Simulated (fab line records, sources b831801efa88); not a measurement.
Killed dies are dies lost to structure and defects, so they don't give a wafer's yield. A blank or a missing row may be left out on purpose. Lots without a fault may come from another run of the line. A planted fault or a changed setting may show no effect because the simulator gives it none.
A struck lot beside a sound one | flow sky130 | 17 steps out of a route of 708
Sound: wafers L613.3, L613.4, L613.6. Struck: wafers L621.1, L621.2, L621.3. The cause comes at the end.
At each step with rows: each side's tool, then ch and its chambers, then its first start. Under that, the readings that differ: sound wafers | struck wafers | difference of the means | sigmas: that difference in standard deviations of wafers without a fault.
alike: readings whose means differ by less than 2 such deviations, and words and numbers that are the same on both sides. not compared: withheld readings, readings that some wafer has no value for, bounds like >300 that may hide the same value, and numbers for which the record gives no deviation and whose values overlap.
The two part at a step that has a row with sigmas, a row that says differs or no value, or rows on one side only. Numbers that don't overlap but have no deviation are shown without sigmas and don't part them. A reading that every wafer of one side lacks parts them only if that side has two wafers or more.

SKY_CONTACT_BOW_MEAS_05:
  sound on film_metro-01, day 31 18:57; struck on film_metro-03, day 33 20:29
  alike: CONTACT_BOW
then, 8 steps without rows for these wafers: SKY_CONTACT_DEHYDRATE_06 (time 60 s); SKY_CONTACT_HMDS_07 (prime time 60 s); SKY_CONTACT_COAT_08 (resist thk 60 nm); SKY_CONTACT_COAT_09 (resist thk 450 nm); SKY_CONTACT_SOFTBAKE_10 (time 90 s); SKY_CONTACT_EXPOSE_11 (exposes mask CTM1, target cd 170 nm); SKY_CONTACT_PEB_12; SKY_CONTACT_DEVELOP_13 (develop time 60 s).
SKY_CONTACT_CD_MEAS_14: target cd 170 nm.
  sound on cd_sem-02, day 32 21:26; struck on cd_sem-02, day 34 22:41
  reading    | sound             | struck            | difference | sigmas
  cd_nm (nm) | 174.0 172.7 172.0 | 168.9 169.4 169.4 | -3.7       | -3
SKY_CONTACT_OVL_MEAS_15:
  sound on overlay-01, day 32 21:32; struck on overlay-01, day 34 22:48
  alike: CONTACT_OVL
SKY_CONTACT_ETCH_16: etches BARC in N2/H2, stops on SiO2, time 45.9 s, target depth 60 nm.
  sound on rie_diel-01 ch 0,2,3, day 32 21:33; struck on rie_diel-01 ch 0,2,3, day 34 22:50
  alike: bias_w, chamber_pressure_mTorr, drypump_motor_current_A, oes_product_au, rf_fwd_power_W, throttle_valve_pct
  not compared: rf_hours_counter_h
SKY_CONTACT_ETCH_17: etches SiO2 in C4F8/O2/Ar, stops on Si3N4, target depth 340 nm.
  sound on rie_diel-01 ch 0,2,3, day 32 21:36; struck on rie_diel-01 ch 0,2,3, day 34 22:52
  no value came back on the struck wafers for bias_w (W), chamber_pressure_mTorr (mTorr), oes_product_au (a.u.), rf_fwd_power_W (W); on the sound wafers bias_w (W) reads 1203 1198 1201
  reading                                        | sound             | struck            | difference | sigmas
  model.KrF-thick_of_CONTACT_COAT_09.thk_nm (nm) | 324.5 326.9 332.6 | 393.1 390.2 391.4 | +63.6      |
SKY_CONTACT_ETCH_18: etches Si3N4 in CHF3/O2, stops on TiN, time 39 s, target depth 75 nm.
  sound on rie_diel-01 ch 0,2,3; struck on rie_diel-01 ch 0,2,3
  reading                                        | sound             | struck            | difference | sigmas
  oes_product_au (a.u.)                          | 0.849 0.856 0.856 | 0.374 0.371 0.371 | -0.482     | -67
  throttle_valve_pct (%)                         | 8.795 8.823 8.804 | 8.669 8.685 8.680 | -0.129     | -14
  model.KrF-thick_of_CONTACT_COAT_09.thk_nm (nm) | 237.7 241.4 250.6 | 312.7 303.8 307.1 | +64.6      |
  alike: O2_flow_sccm, bias_w, drypump_motor_current_A, rf_fwd_power_W
  not compared: rf_hours_counter_h
SKY_CONTACT_STRIP_19: strips in O2/N2.
  sound on plasma_asher-04 ch 0,1, day 32 21:43; struck on plasma_asher-02 ch 0,1, day 34 22:58
  reading                      | sound             | struck            | difference | sigmas
  oes_product_au (a.u.)        | 0.379 0.385 0.374 | 0.418 0.400 0.407 | +0.029     | +6
  strip_time_to_endpoint_s (s) | 3.57 3.59 3.69    | 4.35 4.25 4.29    | +0.68      | +19
  alike: drypump_motor_current_A
  not compared: rf_hours_counter_h
then, 1 step without rows for these wafers: SKY_CONTACT_STRIP_20 (strips in post etch residue remover, time 1200 s).
-- the record jumps here: 14 days lie between the struck wafers' starts before and after (it left off in module CONTACT and takes up again in module PAD_OPEN, whose first step shown is number 708 of the route) --
SKY_PAD_OPEN_PROBE_99:
  the record has rows for the struck wafers here (prober-02, day 48 10:58) and none for the sound ones

WHERE THEY PART
First at SKY_CONTACT_CD_MEAS_14; last, within this record, at SKY_PAD_OPEN_PROBE_99.

WHY: what the simulator had put in
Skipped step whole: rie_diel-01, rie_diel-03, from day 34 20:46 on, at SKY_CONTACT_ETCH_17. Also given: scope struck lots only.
